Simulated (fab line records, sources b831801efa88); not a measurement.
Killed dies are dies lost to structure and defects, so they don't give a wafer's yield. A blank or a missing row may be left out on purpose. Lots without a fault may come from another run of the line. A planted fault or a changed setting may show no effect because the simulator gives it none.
fab line records | flow gf180mcu
record lots=24 wafers=72 last_day=34
route steps=602 shown M1@321 V1@351 V2@407 M3@415 V4@479
lots that met no fault: from a run of the same line without faults
start_h: hours from the record's first day to the start of the lot's first wafer shown | wait_h: hours since the lot's step before | " the same as in the row above | L1.1+2: a row that stands for several wafers | - no value, or no start given | * or withheld: withheld | < > ~ a bound
route shown NAME@n: a module of which the file shows steps, and the number in the route of the first | usual: mean/standard deviation of fault-free wafers | same: alike in all rows | chamber/n: place in a boat | sites: the reading at each site | _std_site: their standard deviation | _edge_site: outer sites' mean less inner sites' | radius_mm: how far each site lies from the wafer's centre | mask NAME#n: copy n | behind: the tool/chamber that last shaped the wafer | hold: why the lot was held/for how many hours/how that ended | device: the transistor (n, p or np) that didn't switch | end of line: the same wafers' tests at the end of the route | a step without rows: its recipe alone | killed: dies lost to structure and defects at the first sort, not the wafer's yield | map: a wafer's dies, x killed, . not, _ none there
set.NAME: the setting as run; set.NAME@STEP: as run at that earlier step | model.NAME: the simulator's own value behind a step, which no gauge read
steps of the route over a sample of lots; a table a step, a row a wafer
services: from which hour (start_h, from the record's first day; less than 0 if before it) a tool's chamber was out of use, for how many hours, and why
## steps
# step GF_M1_THK_MEAS_06
# recipe thk_meas_gauge=xrf reads=AlCu_of_M1_SPUTTER_02
# usual M1_ALCU_THK=452/5.3
# columns lot.wafer tool chamber start_h wait_h M1_ALCU_THK[nm]
L074.3 film_metro-01 - 365.64 0.1 455
L074.5 " - " " 452
L074.6 " - " " 452
L075.3 film_metro-03 - 376.98 0.1 449
L075.4 " - " " 455
L075.5 " - " " 450
L076.1 film_metro-01 - 386.27 0.1 446
L076.5 " - " " 443
L076.6 " - " " 446
L077.1 film_metro-01 - 390.28 0.1 451
L077.5 " - " " 448
L077.6 " - " " 448
L078.1 film_metro-02 - 397.34 0.1 452
L078.3 " - " " 456
L078.4 " - " " 459
L079.1 film_metro-02 - 406.52 0.1 451
L079.4 " - " " 439
L079.5 " - " " 442
L080.1 film_metro-02 - 416.64 0.1 452
L080.5 " - " " 453
L080.6 " - " " 447
L081.1 film_metro-01 - 420.86 0.1 448
L081.4 " - " " 462
L081.6 " - " " 452
L082.4 film_metro-03 - 435.21 0.1 446
L082.5 " - " " 452
L082.6 " - " " 451
L083.1 film_metro-02 - 442.58 0.1 460
L083.2 " - " " 452
L083.5 " - " " 454
L084.1 film_metro-03 - 453.77 0.1 449
L084.3 " - " " 459
L084.6 " - " " 457
L085.1 film_metro-03 - 461.43 0.1 448
L085.4 " - " " 458
L085.6 " - " " 458
L086.3 film_metro-02 - 476.06 0.1 449
L086.5 " - " " 458
L086.6 " - " " 450
L087.1 film_metro-02 - 481.48 0.1 459
L087.3 " - " " 461
L087.4 " - " " 459
L088.1 film_metro-02 - 488.33 0.1 460
L088.2 " - " " 452
L088.3 " - " " 450
L089.1 film_metro-02 - 498.09 0.1 445
L089.2 " - " " 449
L089.5 " - " " 449
L090.2 film_metro-01 - 505.19 0.1 455
L090.3 " - " " 447
L090.5 " - " " 454
L091.4 film_metro-03 - 513.40 0.1 453
L091.5 " - " " 453
L091.6 " - " " 453
L092.2 film_metro-02 - 520.65 0.1 453
L092.3 " - " " 450
L092.6 " - " " 457
L093.3 film_metro-03 - 530.99 0.1 454
L093.4 " - " " 456
L093.6 " - " " 449
L094.3 film_metro-02 - 539.38 0.1 453
L094.4 " - " " 457
L094.6 " - " " 459
L095.3 film_metro-03 - 548.44 0.1 448
L095.4 " - " " 456
L095.5 " - " " 451
L096.2 film_metro-03 - 550.73 0.1 442
L096.3 " - " " 444
L096.6 " - " " 443
L097.2 film_metro-02 - 559.80 0.1 448
L097.4 " - " " 456
L097.6 " - " " 446
# step GF_V1_ETCH_16
# recipe chemistry=N2/H2 target_depth_a=withheld overetch_a=withheld time_s=withheld target=BARC ion_energy_ev=200 source_w=500 bias_w=100 pressure_mtorr=30 n2_flow_sccm=100 h2_flow_sccm=200
# usual chamber_pressure_mTorr=30.001/0.028 drypump_motor_current_A=5.6/0.49 oes_product_au=0.855/0.0043 throttle_valve_pct=13.225/0.0093
# columns lot.wafer tool chamber start_h wait_h chamber_pressure_mTorr drypump_motor_current_A oes_product_au throttle_valve_pct
L074.3 rie_diel-02 3 411.20 0.0 30.042 6.1 0.854 13.233
L074.5 " 1 " " 29.973 5.9 0.858 13.213
L074.6 " 0 " " 30.004 5.3 0.853 13.221
L075.3 rie_diel-04 2 423.73 0.0 29.957 5.2 0.855 13.230
L075.4 " 3 " " 30.001 5.2 0.851 13.227
L075.5 " 3 " " 30.036 5.1 0.853 13.228
L076.1 rie_diel-04 1 434.33 0.0 30.023 6.3 0.847 13.205
L076.5 " 3 " " 29.948 5.1 0.858 13.215
L076.6 " 0 " " 30.001 5.1 0.851 13.237
L077.1 rie_diel-02 3 439.00 0.0 29.975 6.1 0.870 13.232
L077.5 " 1 " " 29.976 5.9 0.854 13.234
L077.6 " 0 " " 30.010 5.3 0.855 13.203
L078.1 rie_diel-02 2 445.70 0.0 30.003 6.0 0.849 13.231
L078.3 " 1 " " 29.981 5.9 0.848 13.214
L078.4 " 3 " " 29.972 6.0 0.849 13.231
L079.1 rie_diel-04 1 455.85 0.0 30.011 6.3 0.854 13.221
L079.4 " 0 " " 29.996 5.1 0.860 13.219
L079.5 " 0 " " 30.025 5.1 0.857 13.229
L080.1 rie_diel-03 0 467.00 0.0 30.022 6.3 0.855 13.228
L080.5 " 2 " " 30.040 4.7 0.850 13.239
L080.6 " 3 " " 29.994 5.2 0.857 13.233
L081.1 rie_diel-04 0 471.05 0.0 30.026 5.1 0.858 13.216
L081.4 " 3 " " 30.013 5.2 0.861 13.218
L081.6 " 1 " " 30.014 6.3 0.855 13.239
L082.4 rie_diel-02 0 485.45 0.0 30.011 5.3 0.857 13.237
L082.5 " 0 " " 29.993 5.3 0.857 13.219
L082.6 " 1 " " 29.995 5.9 0.860 13.239
L083.1 rie_diel-04 2 492.35 0.0 29.976 5.2 0.859 13.217
L083.2 " 1 " " 29.972 6.3 0.861 13.226
L083.5 " 0 " " 29.989 5.1 0.852 13.225
L084.1 rie_diel-03 1 504.00 0.0 30.034 5.3 0.857 13.245
L084.3 " 0 " " 30.014 6.3 0.854 13.234
L084.6 " 3 " " 29.986 5.3 0.862 13.228
L085.1 rie_diel-02 0 510.45 0.0 29.982 5.3 0.854 13.209
L085.4 " 1 " " 29.952 5.9 0.855 13.226
L085.6 " 0 " " 30.013 5.3 0.856 13.220
L086.3 rie_diel-02 1 525.63 0.0 29.976 6.0 0.856 13.210
L086.5 " 1 " " 30.007 6.0 0.857 13.242
L086.6 " 2 " " 29.977 6.0 0.857 13.244
L087.1 rie_diel-04 1 528.95 0.0 30.014 6.3 0.853 13.215
L087.3 " 3 " " 30.037 5.1 0.853 13.232
L087.4 " 0 " " 29.970 5.1 0.861 13.225
L088.1 rie_diel-04 0 536.13 0.0 29.979 5.1 0.853 13.229
L088.2 " 1 " " 30.049 6.3 0.857 13.206
L088.3 " 3 " " 30.004 5.1 0.856 13.204
L089.1 rie_diel-02 0 545.45 0.0 29.967 5.3 0.853 13.230
L089.2 " 3 " " 29.994 6.1 0.852 13.231
L089.5 " 0 " " 29.967 5.3 0.861 13.229
L090.2 rie_diel-02 1 551.95 0.0 30.001 5.9 0.855 13.214
L090.3 " 0 " " 30.018 5.3 0.858 13.222
L090.5 " 0 " " 29.959 5.3 0.865 13.226
L091.4 rie_diel-03 0 560.75 0.0 29.994 6.3 0.863 13.233
L091.5 " 0 " " 29.994 6.3 0.851 13.230
L091.6 " 1 " " 30.039 5.4 0.853 13.213
L092.2 rie_diel-02 0 567.55 0.0 30.071 5.3 0.852 13.228
L092.3 " 3 " " 29.982 6.1 0.857 13.231
L092.6 " 0 " " 30.003 5.3 0.857 13.229
L093.3 rie_diel-04 1 577.58 0.0 30.055 6.3 0.856 13.226
L093.4 " 2 " " 30.050 5.2 0.853 13.228
L093.6 " 1 " " 29.992 6.3 0.853 13.217
L094.3 rie_diel-04 2 585.18 0.0 30.039 5.2 0.849 13.218
L094.4 " 1 " " 29.993 6.3 0.860 13.213
L094.6 " 0 " " 30.003 5.1 0.861 13.218
L095.3 rie_diel-03 0 592.84 0.0 30.020 6.3 0.864 13.222
L095.4 " 1 " " 30.002 5.4 0.851 13.238
L095.5 " 3 " " 30.000 5.2 0.852 13.217
L096.2 rie_diel-02 1 595.43 0.0 29.986 5.9 0.853 13.221
L096.3 " 0 " " 30.002 5.3 0.856 13.221
L096.6 " 3 " " 29.988 6.1 0.857 13.221
L097.2 rie_diel-03 1 603.45 0.0 29.977 5.4 0.857 13.220
L097.4 " 0 " " 29.986 6.3 0.853 13.207
L097.6 " 1 " " 29.981 5.4 0.857 13.225
# step GF_V2_THK_MEAS_25
# recipe thk_meas_gauge=xrf reads=W_of_V2_CVD_23
# usual V2_W_THK=354/5.7
# columns lot.wafer tool chamber start_h wait_h V2_W_THK[nm]
L074.3 film_metro-02 - 462.94 0.1 358
L074.5 " - " " 352
L074.6 " - " " 358
L075.3 film_metro-04 - 476.52 0.1 358
L075.4 " - " " 348
L075.5 " - " " 354
L076.1 film_metro-04 - 487.24 0.1 354
L076.5 " - " " 358
L076.6 " - " " 354
L077.1 film_metro-01 - 492.68 0.1 347
L077.5 " - " " 348
L077.6 " - " " 346
L078.1 film_metro-02 - 498.78 0.1 353
L078.3 " - " " 347
L078.4 " - " " 349
L079.1 film_metro-04 - 508.08 0.1 341
L079.4 " - " " 343
L079.5 " - " " 346
L080.1 film_metro-02 - 518.93 0.1 360
L080.5 " - " " 356
L080.6 " - " " 355
L081.1 film_metro-04 - 522.65 0.1 343
L081.4 " - " " 346
L081.6 " - " " 343
L082.4 film_metro-04 - 536.21 0.1 351
L082.5 " - " " 354
L082.6 " - " " 350
L083.1 film_metro-04 - 543.11 0.1 343
L083.2 " - " " 350
L083.5 " - " " 351
L084.1 film_metro-04 - 553.41 0.1 359
L084.3 " - " " 358
L084.6 " - " " 358
L085.1 film_metro-01 - 559.38 0.1 359
L085.4 " - " " 364
L085.6 " - " " 363
L086.3 film_metro-01 - 574.92 0.1 360
L086.5 " - " " 366
L086.6 " - " " 362
L087.1 film_metro-04 - 578.33 0.1 355
L087.3 " - " " 352
L087.4 " - " " 348
L088.1 film_metro-01 - 585.14 0.1 352
L088.2 " - " " 360
L088.3 " - " " 356
L089.1 film_metro-02 - 593.20 0.1 350
L089.2 " - " " 362
L089.5 " - " " 364
L090.2 film_metro-02 - 598.94 0.1 357
L090.3 " - " " 355
L090.5 " - " " 353
L091.4 film_metro-01 - 608.43 0.1 354
L091.5 " - " " 357
L091.6 " - " " 347
L092.2 film_metro-01 - 614.31 0.1 345
L092.3 " - " " 352
L092.6 " - " " 345
L093.3 film_metro-01 - 623.50 0.1 348
L093.4 " - " " 353
L093.6 " - " " 349
L094.3 film_metro-02 - 630.86 0.1 351
L094.4 " - " " 361
L094.6 " - " " 351
L095.3 film_metro-02 - 638.26 0.1 358
L095.4 " - " " 351
L095.5 " - " " 359
L096.2 film_metro-02 - 640.17 0.1 361
L096.3 " - " " 353
L096.6 " - " " 353
L097.2 film_metro-02 - 648.29 0.1 361
L097.4 " - " " 354
L097.6 " - " " 359
# step GF_V2_CMP_26
# recipe stop_on=SiO2 down_force_psi=3.5 platen_rpm=60 t_overpolish_s=15 target_thk_nm=0 pad_velocity_m_s=0.94248
# usual edge_zone_pressure_frac=1.000/0.0051 motor_current_A=11.3/1.3 overpolish_run_s=15.001/0.0096 slurry_filter_dp_kPa=13.50/0.15 time_to_endpoint_s=82/4.7
# columns lot.wafer tool chamber start_h wait_h edge_zone_pressure_frac motor_current_A overpolish_run_s slurry_filter_dp_kPa time_to_endpoint_s
L074.3 cmp-02 3 462.98 0.0 0.999 13.0 14.994 13.30 87
L074.6 " 3 " " 0.998 12.8 15.005 13.28 89
L074.5 " 0 " " 0.998 9.9 15.011 13.58 83
L075.3 cmp-01 0 476.56 0.0 0.991 10.6 14.998 13.63 84
L075.4 " 2 " " 1.003 13.0 14.984 13.56 82
L075.5 " 0 " " 0.998 10.3 15.010 13.49 86
L076.1 cmp-02 0 487.40 0.1 1.000 9.7 15.005 13.52 80
L076.6 " 2 " " 1.009 11.0 14.994 13.49 74
L076.5 " 3 " " 0.996 12.5 14.997 13.49 89
L077.1 cmp-01 2 492.84 0.1 0.998 11.5 15.015 13.35 81
L077.5 " 0 " " 1.001 9.8 14.997 13.43 79
L077.6 " 1 " " 1.007 11.8 14.989 13.42 72
L078.4 cmp-02 3 498.89 0.1 1.002 12.0 15.009 13.38 85
L078.3 " 0 " " 0.996 9.1 14.982 13.59 78
L078.1 " 1 " " 1.008 12.8 14.989 13.53 83
L079.4 cmp-01 0 508.14 0.0 1.000 10.8 14.998 13.60 79
L079.1 " 1 " " 1.004 10.7 15.001 13.35 71
L079.5 " 1 " " 1.004 11.4 14.993 13.50 74
L080.1 cmp-01 0 519.14 0.2 1.004 9.7 15.010 13.56 85
L080.6 " 1 " " 1.004 11.6 15.010 13.32 76
L080.5 " 2 " " 0.995 13.0 15.007 13.40 82
L081.1 cmp-01 1 522.76 0.1 0.999 11.2 14.990 13.30 77
L081.4 " 2 " " 0.998 12.6 14.999 13.59 79
L081.6 " 1 " " 0.999 11.6 14.990 13.42 77
L082.4 cmp-02 3 536.29 0.1 0.998 12.1 14.982 13.46 87
L082.6 " 2 " " 0.999 11.3 15.008 13.36 75
L082.5 " 3 " " 1.003 12.4 15.013 13.17 87
L083.1 cmp-02 0 543.17 0.1 0.997 9.6 14.995 13.38 80
L083.2 " 1 " " 1.000 12.9 15.004 13.54 86
L083.5 " 0 " " 0.999 9.9 15.008 13.47 82
L084.3 cmp-01 0 553.47 0.0 1.003 10.5 14.996 13.22 86
L084.1 " 1 " " 1.005 11.8 15.002 13.38 77
L084.6 " 1 " " 1.010 11.4 14.994 13.40 78
L085.4 cmp-01 3 559.44 0.0 1.000 10.4 15.001 13.33 83
L085.1 " 2 " " 1.000 12.6 15.006 13.27 83
L085.6 " 3 " " 0.999 10.3 15.004 13.58 83
L086.3 cmp-01 0 575.11 0.2 1.003 10.0 15.012 13.76 87
L086.5 " 1 " " 1.003 11.6 14.986 13.64 82
L086.6 " 2 " " 0.993 13.2 15.010 13.70 85
L087.1 cmp-01 0 578.39 0.1 0.997 10.2 15.005 13.58 83
L087.3 " 1 " " 0.994 11.2 14.992 13.64 78
L087.4 " 2 " " 1.013 12.6 15.015 13.36 80
L088.2 cmp-02 0 585.20 0.0 0.993 9.2 15.001 13.61 84
L088.1 " 1 " " 1.002 14.2 15.009 13.24 86
L088.3 " 2 " " 0.995 11.0 15.019 13.55 77
L089.2 cmp-02 0 593.36 0.1 1.005 10.0 15.007 13.30 82
L089.1 " 1 " " 1.004 13.8 15.023 13.48 85
L089.5 " 2 " " 0.998 10.7 14.995 13.40 76
L090.3 cmp-01 2 598.99 0.0 0.996 12.8 15.003 13.47 85
L090.2 " 1 " " 0.994 11.2 14.973 13.60 80
L090.5 " 2 " " 0.992 11.8 15.000 13.79 83
L091.4 cmp-01 2 608.51 0.1 0.986 12.6 14.992 13.58 84
L091.5 " 1 " " 1.000 12.1 14.997 13.49 78
L091.6 " 2 " " 0.987 12.7 15.010 13.59 81
L092.3 cmp-01 3 614.36 0.0 1.008 9.3 15.004 13.46 84
L092.2 " 0 " " 0.995 10.0 15.005 13.23 86
L092.6 " 3 " " 0.997 10.2 14.991 13.51 83
L093.4 cmp-02 1 623.64 0.1 1.005 13.9 15.009 13.45 85
L093.3 " 2 " " 0.996 10.6 15.004 13.43 74
L093.6 " 0 " " 0.993 10.3 15.018 13.46 80
L094.3 cmp-01 1 631.37 0.5 1.006 11.5 15.005 13.24 80
L094.4 " 2 " " 0.997 12.4 15.000 13.49 86
L094.6 " 0 " " 0.998 11.1 15.002 13.55 85
L095.3 cmp-02 2 638.30 0.0 0.999 11.3 14.998 13.51 79
L095.4 " 1 " " 1.006 13.6 15.010 13.56 84
L095.5 " 3 " " 0.996 12.9 15.009 13.68 89
L096.3 cmp-02 3 640.32 0.1 1.000 12.8 15.007 13.73 89
L096.2 " 0 " " 0.998 9.4 15.007 13.47 84
L096.6 " 2 " " 0.994 11.3 15.006 13.36 74
L097.4 cmp-02 2 648.39 0.1 0.998 11.4 14.998 13.52 77
L097.2 " 3 " " 1.002 12.3 15.002 13.52 91
L097.6 " 1 " " 1.004 14.1 14.993 13.47 85
# step GF_M3_THK_MEAS_06
# recipe thk_meas_gauge=xrf reads=AlCu_of_M3_SPUTTER_02
# usual M3_ALCU_THK=454/6.6
# columns lot.wafer tool chamber start_h wait_h M3_ALCU_THK[nm]
L074.3 film_metro-03 - 463.64 0.1 461
L074.5 " - " " 451
L074.6 " - " " 471
L075.3 film_metro-03 - 477.22 0.1 451
L075.4 " - " " 449
L075.5 " - " " 452
L076.1 film_metro-02 - 487.94 0.1 463
L076.5 " - " " 458
L076.6 " - " " 453
L077.1 film_metro-01 - 493.38 0.1 450
L077.5 " - " " 460
L077.6 " - " " 449
L078.1 film_metro-01 - 499.48 0.1 462
L078.3 " - " " 448
L078.4 " - " " 447
L079.1 film_metro-02 - 508.78 0.1 466
L079.4 " - " " 463
L079.5 " - " " 463
L080.1 film_metro-01 - 519.63 0.1 454
L080.5 " - " " 454
L080.6 " - " " 450
L081.1 film_metro-03 - 523.35 0.1 448
L081.4 " - " " 447
L081.6 " - " " 453
L082.4 film_metro-03 - 536.91 0.1 448
L082.5 " - " " 445
L082.6 " - " " 448
L083.1 film_metro-02 - 543.81 0.1 454
L083.2 " - " " 450
L083.5 " - " " 450
L084.1 film_metro-01 - 554.11 0.1 439
L084.3 " - " " 462
L084.6 " - " " 446
L085.1 film_metro-03 - 560.08 0.1 455
L085.4 " - " " 449
L085.6 " - " " 447
L086.3 film_metro-03 - 575.62 0.1 459
L086.5 " - " " 456
L086.6 " - " " 470
L087.1 film_metro-01 - 579.03 0.1 449
L087.3 " - " " 458
L087.4 " - " " 455
L088.1 film_metro-03 - 585.84 0.1 454
L088.2 " - " " 453
L088.3 " - " " 462
L089.1 film_metro-01 - 593.90 0.1 450
L089.2 " - " " 451
L089.5 " - " " 456
L090.2 film_metro-02 - 599.64 0.1 455
L090.3 " - " " 454
L090.5 " - " " 453
L091.4 film_metro-03 - 609.13 0.1 449
L091.5 " - " " 447
L091.6 " - " " 444
L092.2 film_metro-03 - 615.01 0.1 448
L092.3 " - " " 458
L092.6 " - " " 457
L093.3 film_metro-01 - 624.20 0.1 451
L093.4 " - " " 455
L093.6 " - " " 453
L094.3 film_metro-03 - 631.93 0.1 450
L094.4 " - " " 454
L094.6 " - " " 453
L095.3 film_metro-03 - 638.96 0.1 455
L095.4 " - " " 456
L095.5 " - " " 454
L096.2 film_metro-02 - 640.88 0.1 471
L096.3 " - " " 462
L096.6 " - " " 465
L097.2 film_metro-02 - 648.99 0.1 463
L097.4 " - " " 458
L097.6 " - " " 448
# step GF_V4_THK_MEAS_03
# recipe reads=SiO2_of_V4_CVD_02
# usual V4_CVD_02_THK=846/15
# columns lot.wafer tool chamber start_h wait_h V4_CVD_02_THK[nm]
L074.3 film_metro-04 - 538.98 0.1 857
L074.5 " - " " 844
L074.6 " - " " 839
L075.3 film_metro-01 - 551.69 0.1 841
L075.4 " - " " 867
L075.5 " - " " 849
L076.1 film_metro-02 - 561.01 0.0 833
L076.5 " - " " 859
L076.6 " - " " 877
L077.1 film_metro-01 - 564.67 0.0 848
L077.5 " - " " 855
L077.6 " - " " 867
L078.1 film_metro-01 - 570.45 0.0 839
L078.3 " - " " 810
L078.4 " - " " 850
L079.1 film_metro-04 - 580.45 0.0 852
L079.4 " - " " 861
L079.5 " - " " 847
L080.1 film_metro-01 - 591.06 0.0 861
L080.5 " - " " 863
L080.6 " - " " 868
L081.1 film_metro-01 - 593.31 0.0 807
L081.4 " - " " 829
L081.6 " - " " 841
L082.4 film_metro-02 - 607.22 0.0 842
L082.5 " - " " 850
L082.6 " - " " 856
L083.1 film_metro-02 - 612.04 0.0 827
L083.2 " - " " 857
L083.5 " - " " 868
L084.1 film_metro-01 - 621.76 0.0 819
L084.3 " - " " 842
L084.6 " - " " 835
L085.1 film_metro-04 - 627.56 0.0 837
L085.4 " - " " 847
L085.6 " - " " 858
L086.3 film_metro-02 - 641.40 0.1 848
L086.5 " - " " 846
L086.6 " - " " 871
L087.1 film_metro-01 - 646.00 0.1 847
L087.3 " - " " 846
L087.4 " - " " 877
L088.1 film_metro-04 - 651.75 0.0 813
L088.2 " - " " 836
L088.3 " - " " 831
L089.1 film_metro-04 - 658.71 0.0 845
L089.2 " - " " 820
L089.5 " - " " 819
L090.2 film_metro-04 - 664.81 0.0 836
L090.3 " - " " 855
L090.5 " - " " 863
L091.4 film_metro-01 - 673.03 0.0 845
L091.5 " - " " 825
L091.6 " - " " 842
L092.2 film_metro-04 - 678.75 0.0 848
L092.3 " - " " 812
L092.6 " - " " 858
L093.3 film_metro-01 - 687.25 0.1 846
L093.4 " - " " 858
L093.6 " - " " 864
L094.3 film_metro-01 - 694.53 0.1 842
L094.4 " - " " 854
L094.6 " - " " 877
L095.3 film_metro-01 - 700.91 0.1 860
L095.4 " - " " 853
L095.5 " - " " 843
L096.2 film_metro-01 - 702.42 0.0 830
L096.3 " - " " 810
L096.6 " - " " 825
L097.2 film_metro-01 - 710.00 0.0 852
L097.4 " - " " 865
L097.6 " - " " 858
## services
# columns tool chamber start_h hours kind
rie_diel-03 3 389.87 9.8 repair
rie_diel-03 0 408.11 8.5 repair
cmp-01 - 408.77 4.0 pm
rie_diel-03 - 426.89 4.3 pm
cmp-02 - 436.00 1.5 repair
cmp-02 - 477.44 4.2 pm
rie_diel-04 2 500.94 62.1 repair
cmp-01 - 502.91 4.5 repair
rie_diel-04 0 507.89 3.3 repair
rie_diel-04 1 510.59 14.2 repair
rie_diel-02 0 513.24 22.5 repair
cmp-01 - 525.64 3.5 repair
cmp-01 - 529.94 1.2 repair
cmp-01 - 538.97 9.6 repair
cmp-02 - 549.13 0.2 repair
cmp-01 - 551.40 1.7 repair
cmp-01 - 559.81 1.0 repair
cmp-01 - 568.30 0.8 repair
cmp-02 - 572.00 4.0 pm
rie_diel-04 3 576.60 38.2 repair
cmp-01 - 583.96 3.7 repair
rie_diel-04 1 603.61 5.2 repair
rie_diel-04 2 613.78 9.9 repair
cmp-02 - 633.98 0.8 repair
## key
fault none
